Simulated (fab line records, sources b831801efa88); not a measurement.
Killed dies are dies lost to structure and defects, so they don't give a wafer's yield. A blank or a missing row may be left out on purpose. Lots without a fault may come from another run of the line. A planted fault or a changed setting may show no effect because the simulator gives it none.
Which tool did it? | flow sky130 | 6 lots, 18 wafers sampled, at 4 steps of a route of 708

WHAT THE GAUGES READ, wafer by wafer
SKY_VT_ADJUST_PCH_TW_MEAS_10.
lot  | measured     | on            | VT_ADJUST_PCH_TW
L322 | day 11 01:41 | film_metro-01 | 141.4 140.9 140.2
L327 | day 13 04:04 | film_metro-02 | 141.5 141.5 142.7
L331 | day 15 11:25 | film_metro-03 | 141.1 140.2 140.3
L336 | day 16 02:54 | film_metro-01 | 141.6 141.8 141.8
L339 | day 16 22:37 | film_metro-03 | 141.8 141.5 141.1
L343 | day 17 23:18 | film_metro-03 | 141.5 141.0 141.2

WHICH TOOL RAN EACH LOT (tool, then ch and the chambers of the sampled wafers, then the start)
lot  | SKY_FIELD_ISO_ETCH_15             | SKY_DNWELL_DEHYDRATE_00          | SKY_VT_ADJUST_NCORE_STRIP_10
L322 | rie_diel-04 ch 0,1, day 2 16:25   | litho_track-02 ch 0, day 3 10:13 | plasma_asher-04 ch 0,1, day 9 02:27
L327 | rie_diel-02 ch 1,2, day 3 17:49   | litho_track-02 ch 0, day 4 18:13 | plasma_asher-02 ch 1, day 11 03:00
L331 | rie_diel-04 ch 0,1,3, day 4 18:31 | litho_track-02 ch 0, day 6 05:55 | plasma_asher-03 ch 0,1, day 13 05:08
L336 | rie_diel-03 ch 1,2, day 5 17:46   | litho_track-01 ch 0, day 6 18:35 | plasma_asher-04 ch 0,1, day 13 20:41
L339 | rie_diel-03 ch 1,3, day 6 13:37   | litho_track-02 ch 0, day 7 06:28 | plasma_asher-04 ch 0,1, day 14 14:13
L343 | rie_diel-02 ch 1,2,3, day 7 07:49 | litho_track-03 ch 0, day 8 00:07 | plasma_asher-03 ch 0,1, day 15 14:19
- SKY_FIELD_ISO_ETCH_15: etches the open film in CHF3/O2, stops on Si, target depth 180 nm, time 72 s.
- SKY_DNWELL_DEHYDRATE_00: time 60 s.
- SKY_VT_ADJUST_NCORE_STRIP_10: strips in O2/N2.

THE ANSWER, worked out from the rows above alone
Rule: what is usual is taken from the lots themselves. Put in order of their means at a reading, lots are off if they are a third of the lots or fewer, leave a main group of 4 or more, and stand apart from it by a gap of 3 or more times the standard deviation of the main group's means; of several such gaps the widest counts. A main group whose means are all the same, to the digits that the tables above print for the reading, isn't used. A lot without any number at a reading at which 4 lots or more have one is off too. The other lots that the step has rows for count as sound.
No lot is off at any reading shown: from this, nothing can be told.

WHAT THE SIMULATOR HAD PUT IN
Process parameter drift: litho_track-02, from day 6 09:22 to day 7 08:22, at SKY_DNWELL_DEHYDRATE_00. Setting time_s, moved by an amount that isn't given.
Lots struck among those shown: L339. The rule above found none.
